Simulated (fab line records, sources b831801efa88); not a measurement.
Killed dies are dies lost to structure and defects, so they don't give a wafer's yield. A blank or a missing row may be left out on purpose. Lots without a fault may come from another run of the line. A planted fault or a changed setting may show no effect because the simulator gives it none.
Split-lot experiment | flow sfq_line | 5 lots, 23 wafers read, on a route of 325 steps

THE SPLIT
At SFQ_TRILAYER_M8_DEP_EVAP_196 (material Au, target thk 180 nm, time 900 s), the setting time_s was moved away from the recipe's 900 s on 8 of the 23 wafers read, by +6.0% to +7.9%. The other wafers ran this setting at the recipe's value.

FROM THE SPLIT TO THE READING: what the file shows between them, 1 step
- SFQ_M8_RS_MEAS_949: measures by four-point-probe

THE READING
M8_AU_THK, in nm, at SFQ_M8_THK_MEAS_950 (measures by xrf). Fault-free wafers of this fab line usually give 179.0 nm, standard deviation 2.6 nm.

wafer  | tool, chamber at the split | time_s as run, s | against the recipe | M8_AU_THK, nm | against lot-mates on the recipe
L075.1 | pvd_sputter-01, -          | 900              | recipe             | 174.1         | -
L075.2 | pvd_sputter-01, -          | 963.6            | +7.1%              | 187.4         | +10.6
L075.3 | pvd_sputter-01, -          | 900              | recipe             | 179.5         | -
L075.4 | pvd_sputter-01, -          | 963.6            | +7.1%              | 183.3         | +6.5
L075.5 | pvd_sputter-01, -          | 963.6            | +7.1%              | 189.4         | +12.6
L076.2 | pvd_sputter-02, -          | 953.6            | +6.0%              | 190.7         | +11.4
L076.3 | pvd_sputter-02, -          | 953.6            | +6.0%              | 188.9         | +9.7
L076.4 | pvd_sputter-02, -          | 900              | recipe             | 179.1         | -
L076.5 | pvd_sputter-02, -          | 900              | recipe             | 179.4         | -
L076.6 | pvd_sputter-02, -          | 953.6            | +6.0%              | 190.3         | +11.1
L077.1 | pvd_sputter-01, -          | 900              | recipe             | 173.5         | -
L077.2 | pvd_sputter-01, -          | 900              | recipe             | 176.3         | -
L077.4 | pvd_sputter-01, -          | 900              | recipe             | 175.6         | -
L077.5 | pvd_sputter-01, -          | 900              | recipe             | 176.0         | -
L077.6 | pvd_sputter-01, -          | 900              | recipe             | 173.1         | -
L081.1 | pvd_sputter-01, -          | 900              | recipe             | 180.4         | -
L081.3 | pvd_sputter-01, -          | 971.5            | +7.9%              | 196.7         | +15.6
L081.4 | pvd_sputter-01, -          | 900              | recipe             | 181.1         | -
L081.5 | pvd_sputter-01, -          | 900              | recipe             | 181.7         | -
L081.6 | pvd_sputter-01, -          | 971.5            | +7.9%              | 191.1         | +10.0
L083.1 | pvd_sputter-01, -          | 900              | recipe             | 178.3         | -
L083.3 | pvd_sputter-01, -          | 900              | recipe             | 182.3         | -
L083.4 | pvd_sputter-01, -          | 900              | recipe             | 185.2         | -

THE FIT
A straight line over all 23 wafers: M8_AU_THK changes by +1.65 nm for each +1% of time_s; r = +0.85; the points scatter about the line by 3.6 nm.
The same after taking each lot's own level away (the mean of its wafers on the recipe; 23 wafers): +1.58 nm for each +1%; r = +0.93; scatter 2.1 nm.
On that fit, the largest move of time_s shifts the reading by 13 nm.
The lots' own levels span 174.90 to 181.93 nm, that is 2.7 times the standard deviation above.
So the lot-to-lot level changes the slope little: the two slopes agree.
Check: with one of the wafers moved furthest among these (+7.9%) left out of the fit, the line predicts +12 nm for it against its lot-mates. It came out at +15.6 nm against them.

OTHER SPLITS ON THESE WAFERS
These wafers also went through other splits before the reading. Each is held against what the fit with the lots' levels taken away leaves over:
other split on the same wafers                   | wafers away from the commonest value | r with M8_AU_THK (lot level and that fit taken away)
SFQ_TRILAYER_I6_VIA_LITHO_COAT_169 resist_thk_nm | 10                                   | +0.18
SFQ_TRILAYER_I7_VIA_LITHO_COAT_192 resist_thk_nm | 8                                    | +0.39

THE WHOLE CHAIN: every reading that the file lists as answering this split, in the file's order
step                         | what it does                               | reading                                                                                | change (the file's fit)              | r (the file's)
SFQ_TRILAYER_M8_DEP_EVAP_196 | material Au, target thk 180 nm, time 900 s | Au_of_TRILAYER_M8_DEP_EVAP_196.thk_nm (the simulator's own value, which no gauge read) | +1.57 nm for each +1% of the setting | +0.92
SFQ_M8_RS_MEAS_949           | measures by four-point-probe               | M8_AU_RS                                                                               | -0.00124 for each +1% of the setting | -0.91
SFQ_M8_THK_MEAS_950          | measures by xrf                            | M8_AU_THK                                                                              | +1.59 for each +1% of the setting    | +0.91

THE FILE'S OWN FIT
M8_AU_THK changes by +1.59 nm for each +1% of time_s, r = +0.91.
